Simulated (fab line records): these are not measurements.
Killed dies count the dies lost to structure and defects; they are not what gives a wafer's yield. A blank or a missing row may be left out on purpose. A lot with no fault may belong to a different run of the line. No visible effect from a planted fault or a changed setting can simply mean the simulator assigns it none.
Problem report in the 8D (eight disciplines) form, filled by code ; flow gf180mcu ; the parts of the form that need people (team, actions taken, sign-off) are left out

1. WHAT IS WRONG
Wafers free of any fault read 1169 ohm/sq (standard deviation 3.1) for MVPSD_RS at GF_VT_IMPLANT_RS_MEAS_49, against a mean of 1235 ohm/sq on 6 wafers of 2 lots. Measured from the usual mean, that is +21 standard deviations.
The step: measures by four-point-probe.
The first sign was on wafer L630.3 at day 10 18:26, on filmMetro-02. The record holds 33 wafers of 11 lots with a number at this step. By rule, "out" or "out of limits" means more than 4 standard deviations away from the usual mean. All remaining wafers that have a number are taken as sound.

2. WHAT IT IS; WHAT IT IS NOT
question;is;is not
which readings at this step;MVPSD_RS;-
which lots;L630, L634;L618, L621, L622, L623, L627, L637, L638, L640, L641
which wafers of those lots;all that have a number;-
read on which gauges;filmMetro-01, filmMetro-02;filmMetro-03
when;from day 10 18:26;"up to then (15 sound wafers); but 12 sound wafers of L637, L638, L640, L641 came after"

3. THE SUSPECTS, EACH WITH WHAT RULES IT OUT
Counting: a tool stays on the suspect list if, at a process step up to the reading, it processed all lots that are out and no sound lot following the first of them.
- the gauge at GF_VT_IMPLANT_RS_MEAS_49: ruled out. 2 gauges (filmMetro-01, filmMetro-02) read the wafers that are out.
- plasmaAsher-03 at GF_DNWELL_STRIP_08 (strips in O2/N2): ruled out as a lasting fault. After its first lot that is out, L630 (day 5 09:11), sound lots L637 ran on it.
- implanter-01 at GF_MVPSD_IMPLANT_08: kept. It processed each lot that is out, first L630 at day 7 22:02, and no sound lot thereafter; up to then, the last sound lot it processed was L623 at day 6 07:59. Its own doseIonsCm2, faradayCurrentUA readings are out on those wafers.
After counting, what remains is implanter-01 at GF_MVPSD_IMPLANT_08.

4. THE CAUSE (what the simulator had put in)
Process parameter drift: implanter-01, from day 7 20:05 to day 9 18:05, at GF_MVPSD_IMPLANT_08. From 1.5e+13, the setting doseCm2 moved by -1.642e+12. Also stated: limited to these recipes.
Counting left only this tool.

5. SEQUENCE OF EFFECTS, ordered by route
Rows list readings where the struck wafers' mean (over those with a number) sits beyond 3 standard deviations from the usual. Only readings for which the record gives a usual standard deviation are gone through. hours: the time from each lot's start at the first step in this table that gives one to its start at this step, as a median over the lots. sigmas: the change in usual standard deviations.
hours;step;reading;usual;on struck wafers;change;sigmas
0;GF_MVPSD_IMPLANT_08;doseIonsCm2;1.5e+13;1.3e+13;-1.6e+12;-99 or more
0;GF_MVPSD_IMPLANT_08;faradayCurrentUA;84.2;75.4;-8.8;-5.5
0;GF_MVPSD_TW_MEAS_11;MVPSD_TW;551;538;-14;-3.5
69;GF_VT_IMPLANT_RS_MEAS_49;MVPSD_RS;1169 ohm/sq;1235;+66;+21
The process steps in it:
- GF_MVPSD_IMPLANT_08

6. HOW IT WOULD HAVE BEEN CAUGHT EARLIER
Counted from the fault's start at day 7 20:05, it took 70 hours until the first out-of-limits reading at a measuring or inspecting step in this record, taken at day 10 18:26.
Tool's own readings at GF_MVPSD_IMPLANT_08, doseIonsCm2, faradayCurrentUA: out on all struck wafers the step has rows for; an alarm limit on them would have tripped on the first.
Lots out: 2; all had begun GF_MVPSD_IMPLANT_08 on implanter-01 by day 10 18:26. A hold on the tool at that time would have spared none of them.
